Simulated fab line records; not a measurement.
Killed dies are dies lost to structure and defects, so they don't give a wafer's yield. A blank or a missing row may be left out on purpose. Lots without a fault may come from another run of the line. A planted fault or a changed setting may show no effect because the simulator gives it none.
Which of the tools did it? | flow sky130 | 35 wafers from 12 lots sampled at 2 of the route's 708 steps

## WHAT THE GAUGES SHOWED, per wafer
SKY_VIA3_RS_MEAS_22: uses a four-point probe to measure. Usual: VIA3_W_RS gives 0.295 ohm/sq (standard deviation 0.0038).
lot  | measured     | on           | VIA3_W_RS (ohm/sq) | flag
L280 | day 39 17:26 | filmMetro-04 | 0.287 0.294 0.290  | 
L282 | day 40 16:31 | filmMetro-01 | 0.299 0.294 0.298  | 
L283 | day 40 17:15 | filmMetro-04 | 0.292 0.292 0.293  | 
L284 | day 41 06:41 | filmMetro-04 | 0.297 0.296 0.300  | 
L289 | day 42 16:59 | filmMetro-02 | 0.294 0.298        | 
L290 | day 43 00:50 | filmMetro-01 | 0.297 0.291 0.298  | 
L292 | day 43 21:18 | filmMetro-02 | 0.296 0.296 0.296  | 
L294 | day 44 09:17 | filmMetro-04 | 0.299 0.295 0.290  | 
L295 | day 44 15:40 | filmMetro-04 | 0.300 0.299 0.299  | 
L300 | day 45 07:32 | filmMetro-04 | 0.290 0.291 0.291  | 
L299 | day 45 13:44 | filmMetro-04 | 0.290 0.292 0.291  | 
L302 | day 46 09:02 | filmMetro-02 | 0.292 0.290 0.296  | 

SKY_METAL4_CD_MEAS_13: the cd target is 300 nm. Usual: cdNm at 300.8 nm, with a standard deviation of 1.5.
lot  | measured     | on       | cdNm (nm)         | flag
L280 | day 41 19:36 | cdSem-01 | 299.5 301.0 299.8 | 
L282 | day 42 18:09 | cdSem-01 | 297.5 300.3 298.3 | 
L283 | day 42 18:35 | cdSem-02 | 300.3 300.2 299.2 | 
L284 | day 43 06:10 | cdSem-02 | 300.3 300.4 299.2 | 
L289 | day 44 15:49 | cdSem-02 | 299.6 298.6       | 
L290 | day 44 22:52 | cdSem-01 | 299.2 299.8 300.1 | 
L292 | day 45 18:20 | cdSem-01 | 300.0 300.8 300.4 | 
L294 | day 46 05:42 | cdSem-01 | 301.3 302.7 302.0 | 
L295 | day 46 09:53 | cdSem-02 | 300.9 300.2 300.8 | 
L300 | day 47 00:55 | cdSem-02 | 304.0 302.7 303.2 | 
L299 | day 47 06:27 | cdSem-02 | 298.5 298.0 298.1 | 
L302 | day 48 02:28 | cdSem-02 | 299.4 300.0 300.7 | 

## WHAT TOOL EACH LOT RAN ON (gives the tool, then ch and the chambers of the sampled wafers, and finally the start)
There is no process step in the record ahead of these readings.

## AS READ BY THE TOOLS THEMSELVES (means over the sampled wafers that have a number; for cases with no such wafer, the mark the record gives instead)
The record holds no such reading with a usual standard deviation.

## THE ANSWER, worked out from the rows above alone
Rule: a lot counts as off when the mean over its wafers that have a number is more than 3 standard deviations away from the usual mean. A lot without any number at a reading at which 4 lots or more have one is off too. All remaining lots with rows at the step are treated as sound. The gauges are gone through in route order, then the tools' own readings, and for those a lot's mean is taken as printed above. The first step at which some lot is off is used, and at that step the reading that is off furthest; a lot without a number counts as furthest.
Nothing can be told from this: no lot is off at any reading shown.

## WHAT WAS PUT IN BY THE SIMULATOR
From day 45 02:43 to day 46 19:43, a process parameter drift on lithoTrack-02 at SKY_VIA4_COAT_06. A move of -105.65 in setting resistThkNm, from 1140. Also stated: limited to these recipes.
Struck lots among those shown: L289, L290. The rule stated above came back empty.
